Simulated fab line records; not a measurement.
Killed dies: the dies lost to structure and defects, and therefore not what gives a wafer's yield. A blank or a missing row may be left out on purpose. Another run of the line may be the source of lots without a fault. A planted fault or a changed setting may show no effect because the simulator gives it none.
A lot that was struck, set against a sound lot -- flow sfqLine -- 14 steps out of a route of 325
Sound: wafers L494.1, L494.2, L494.5. Struck: wafer L507.5 (left out: L507.1, L507.4 of the same lot, which were not struck); the cause appears at the end.
Order at every step that has rows: each side's tool, ch and its chambers, its first start. Under that, the readings that differ: sound wafers -- struck wafers -- difference of the means -- sigmas: that difference in standard deviations of wafers without a fault.
alike: a reading whose means differ by less than 2 such deviations, as well as words and numbers matching on both sides. not compared: withheld readings; readings where some wafer has no value; bounds like >300 that might hide an equal value; numbers whose values overlap and for which the record gives no deviation.
The two part at a step that has a row with sigmas, a row that says differs or no value, or rows on one side only. Non-overlapping numbers with no deviation appear without sigmas and do not part them. A reading missing from all wafers of one side parts the sides only when that side holds two or more wafers.

first, 1 step without rows for these wafers: SFQ_TRILAYER_M6_STRIP_SOLV_CLEAN_164 (cleans in NMP, time 600 s).
SFQ_TRILAYER_I6_DEP_PECVD_165: deposits SiO2 from SiH4/N2O, time 111.11 s, target thk 500 nm.
  sound on pecvd-04 ch 1,2, day 71 08:27; struck on pecvd-01 ch 2, day 75 15:22
  alike: heaterPowerW, throttleValvePct
SFQ_TRILAYER_I6_CMP_CMP_166: polishes SiO2.
  sound on cmp-02 ch 0,2, day 71 08:32; struck on cmp-01 ch 2, day 75 17:57
  alike: motorCurrentA, timeToEndpointS
SFQ_I6_BOW_MEAS_941:
  sound: filmMetro-01 at day 71 11:32; struck: filmMetro-01 at day 75 18:27
  alike: I6_BOW
SFQ_TRILAYER_I6_METRO_MEASURE_167:
  sound: filmMetro-01 at day 71 11:39; struck: filmMetro-01 at day 75 18:34
reading,sound,struck,difference,sigmas
thkNm (nm),200.6 201.2 201.4,198.7,-2.4,-3
then, 6 steps without rows for these wafers: SFQ_TRILAYER_I6_VIA_LITHO_COAT_174 (resist thk 62 nm); SFQ_TRILAYER_I6_VIA_LITHO_COAT_169 (resist thk 650 nm); SFQ_TRILAYER_I6_VIA_LITHO_SOFTBAKE_173; SFQ_TRILAYER_I6_VIA_LITHO_EXPOSE_170 (exposes mask I6, target cd 700 nm); SFQ_TRILAYER_I6_VIA_LITHO_PEB_172 (peb time 60 s); SFQ_TRILAYER_I6_VIA_LITHO_DEVELOP_171 (time 60 s).
-- the record jumps here: 4 days lie between the struck wafers' starts before and after --
SFQ_I6_OVL_MEAS_942:
  sound: overlay-02 at day 75 22:31; struck: overlay-01 at day 80 03:36
reading,sound,struck,difference,sigmas
I6_OVL (nm),-13 -9 -8,2,+12,+2
SFQ_TRILAYER_I6_VIA_BARC_OPEN_VIA_ETCH_235: etches BARC in O2, target depth 125 nm, time 41.7 s.
  sound on rieDiel-04 ch 0,2,3, day 75 22:33; struck on rieDiel-02 ch 2, day 80 03:38
reading,sound,struck,difference,sigmas
biasW (W),80.39 79.87 80.31,76.55,-3.64,-15
  alike: drypumpMotorCurrentA, oesProductAu
  not compared: rfHoursCounterH
SFQ_TRILAYER_I6_VIA_ETCH_VIA_ETCH_172: etches SiO2 in CHF3, stops on Nb, target depth 260 nm.
  sound on rieDiel-04 ch 0,2,3, day 75 22:35; struck on rieDiel-02 ch 2, day 80 03:40
reading,sound,struck,difference,sigmas
drypumpMotorCurrentA (A),5.7 5.0 5.0,6.1,+0.9,+2
oesProductAu (a.u.),0.861 0.855 0.859,0.848,-0.010,-2
  alike: biasW

== WHERE THEY PART ==
Last at SFQ_TRILAYER_I6_VIA_ETCH_VIA_ETCH_172 as far as this record goes, first at SFQ_TRILAYER_I6_METRO_MEASURE_167.

WHY: what the simulator had put in
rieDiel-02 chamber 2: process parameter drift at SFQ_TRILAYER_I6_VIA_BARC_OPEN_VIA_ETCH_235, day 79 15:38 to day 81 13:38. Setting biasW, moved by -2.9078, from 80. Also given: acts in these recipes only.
